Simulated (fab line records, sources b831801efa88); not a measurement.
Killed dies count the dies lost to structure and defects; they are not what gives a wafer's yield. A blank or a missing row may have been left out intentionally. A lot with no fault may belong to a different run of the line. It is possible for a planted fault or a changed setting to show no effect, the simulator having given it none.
What tool caused it?	flow sky130	7 lots with 21 wafers sampled at 4 steps, on a route of 708 steps

WHAT THE GAUGES SHOWED, per wafer
SKY_METAL1_CD_MEAS_15 targets a cd of 140 nm.
lot	measured	on	cd-nm (nm)
L887	day 33 15:23	cd-sem-02	139.5 137.6 138.5
L890	day 34 07:18	cd-sem-02	141.4 140.8 140.9
L892	day 35 05:32	cd-sem-02	139.3 139.5 138.8
L894	day 35 17:27	cd-sem-01	138.8 139.3 139.6
L898	day 37 08:52	cd-sem-01	57.7 57.8 137.1
L906	day 39 12:54	cd-sem-02	138.9 138.9 138.1
L908	day 40 06:35	cd-sem-01	139.5 138.5 139.9

WHAT TOOL EACH LOT RAN ON (gives the tool, then ch and the chambers of the sampled wafers, and finally the start)
lot	SKY_METAL1_SPUTTER_00	SKY_METAL1_SPUTTER_02	SKY_METAL1_EXPOSE_12
L887	pvd-sputter-04, day 32 12:25	pvd-sputter-04, day 32 12:28	krf-scanner-01 ch 0, day 33 02:25
L890	pvd-sputter-04, day 33 04:52	pvd-sputter-04, day 33 04:55	krf-scanner-02 ch 0, day 33 18:36
L892	pvd-sputter-01, day 34 03:10	pvd-sputter-01, day 34 03:13	krf-scanner-02 ch 0, day 34 17:11
L894	pvd-sputter-04, day 34 15:16	pvd-sputter-04, day 34 15:19	krf-scanner-01 ch 0, day 35 05:00
L898	pvd-sputter-03, day 36 06:28	pvd-sputter-03, day 36 06:31	krf-scanner-01 ch 0, day 36 19:25
L906	pvd-sputter-03, day 38 11:55	pvd-sputter-03, day 38 11:58	krf-scanner-02 ch 0, day 39 00:23
L908	pvd-sputter-03, day 39 05:50	pvd-sputter-03, day 39 05:53	krf-scanner-02 ch 0, day 39 18:35
- SKY_METAL1_SPUTTER_00: material Ti, target thk 15 nm, time 10 s.
- SKY_METAL1_SPUTTER_02: material AlCu, target thk 250 nm, time 13.3 s.
- SKY_METAL1_EXPOSE_12: exposes mask MM1, target cd 140 nm.

THE ANSWER, worked out from the rows above alone
Rule: usual is defined by the lots themselves. Put in order of their means at a reading, lots are off if they are a third of the lots or fewer, leave a main group of 4 or more, and stand apart from it by a gap of 3 or more times the standard deviation of the main group's means; of several such gaps the widest counts. If all means in a main group match to the digits the tables above print for the reading, that group is not used. A lot without any number at a reading at which 4 lots or more have one is off too. The other lots that the step has rows for count as sound.
Off, at SKY_METAL1_CD_MEAS_15 on cd-nm: L898. The main group has a mean of 139.3 nm with a standard deviation of 0.82.
A tool fits if, at a process step before that reading, it ran every lot that is off, and no sound lot after the first of them. Gauges at SKY_METAL1_CD_MEAS_15: tried the same way as those tools. One fits: krf-scanner-01 at SKY_METAL1_EXPOSE_12. A fault onset in the window from L894 (day 35 05:00, its last sound lot) to L898 (day 36 19:25, its first lot off) fits.

WHAT WAS PUT IN BY THE SIMULATOR
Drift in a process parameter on krf-scanner-01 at SKY_METAL1_EXPOSE_12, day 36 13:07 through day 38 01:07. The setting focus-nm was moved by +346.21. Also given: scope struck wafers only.
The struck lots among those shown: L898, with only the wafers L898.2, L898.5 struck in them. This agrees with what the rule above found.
